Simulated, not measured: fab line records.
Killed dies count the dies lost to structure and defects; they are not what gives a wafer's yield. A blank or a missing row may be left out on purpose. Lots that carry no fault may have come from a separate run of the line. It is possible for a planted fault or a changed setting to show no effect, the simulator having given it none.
Which tool was responsible? / flow gf180mcu / 6 lots with 18 wafers sampled at 2 steps, on a route of 602 steps

WHAT THE GAUGES READ, wafer by wafer
GF_STI_THK_MEAS_24.
lot=L670; measured=day 2 18:31; on=film metro-03; STI_CVD_23_THK (nm)=656 655 657
lot=L673; measured=day 3 11:31; on=film metro-03; STI_CVD_23_THK (nm)=658 654 649
lot=L677; measured=day 4 07:22; on=film metro-01; STI_CVD_23_THK (nm)=654 652 662
lot=L684; measured=day 5 18:56; on=film metro-02; STI_CVD_23_THK (nm)=500 643 498
lot=L686; measured=day 6 06:13; on=film metro-03; STI_CVD_23_THK (nm)=666 652 649
lot=L688; measured=day 6 15:20; on=film metro-02; STI_CVD_23_THK (nm)=645 651 646

WHICH TOOL RAN EACH LOT (tool, then ch and the chambers of the sampled wafers, then the start)
lot=L670; GF_STI_CVD_23=hdpcvd-02 ch 0,2, day 2 18:23
lot=L673; GF_STI_CVD_23=hdpcvd-01 ch 0,1,2, day 3 11:27
lot=L677; GF_STI_CVD_23=hdpcvd-02 ch 1,2, day 4 07:17
lot=L684; GF_STI_CVD_23=hdpcvd-02 ch 0,1, day 5 18:52
lot=L686; GF_STI_CVD_23=hdpcvd-01 ch 0,1,2, day 6 06:07
lot=L688; GF_STI_CVD_23=hdpcvd-01 ch 0,1,2, day 6 15:15
- GF_STI_CVD_23: deposits SiO2, target thk 650 nm, time 108.3 s.

THE ANSWER, worked out from the rows above alone
Rule: the usual values come from the lots themselves. The widest of any qualifying gaps counts: lots, ordered by their means at a reading, are off when they make up no more than a third of the lots, leave a main group of 4 or more, and stand apart from it by 3 or more times the standard deviation of that group's means. Not used: any main group whose means are identical at the precision the tables above print for the reading. A lot without any number at a reading at which 4 lots or more have one is off too. Where the step has rows for the other lots, those lots are counted as sound.
Off: at GF_STI_THK_MEAS_24 (STI_CVD_23_THK), L684. The main group: mean 654 nm, standard deviation 3.3.
A tool fits if, at a process step before that reading, it ran every lot that is off, and no sound lot after the first of them. The gauges at GF_STI_THK_MEAS_24 are tried like those tools. One fits: GF_STI_CVD_23 on hdpcvd-02. A fault onset in the window from L677 (day 4 07:17, its last sound lot) to L684 (day 5 18:52, its first lot off) fits.

WHAT WAS PUT IN BY THE SIMULATOR
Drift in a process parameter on hdpcvd-02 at GF_STI_CVD_23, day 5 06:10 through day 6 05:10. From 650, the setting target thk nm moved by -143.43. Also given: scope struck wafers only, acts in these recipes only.
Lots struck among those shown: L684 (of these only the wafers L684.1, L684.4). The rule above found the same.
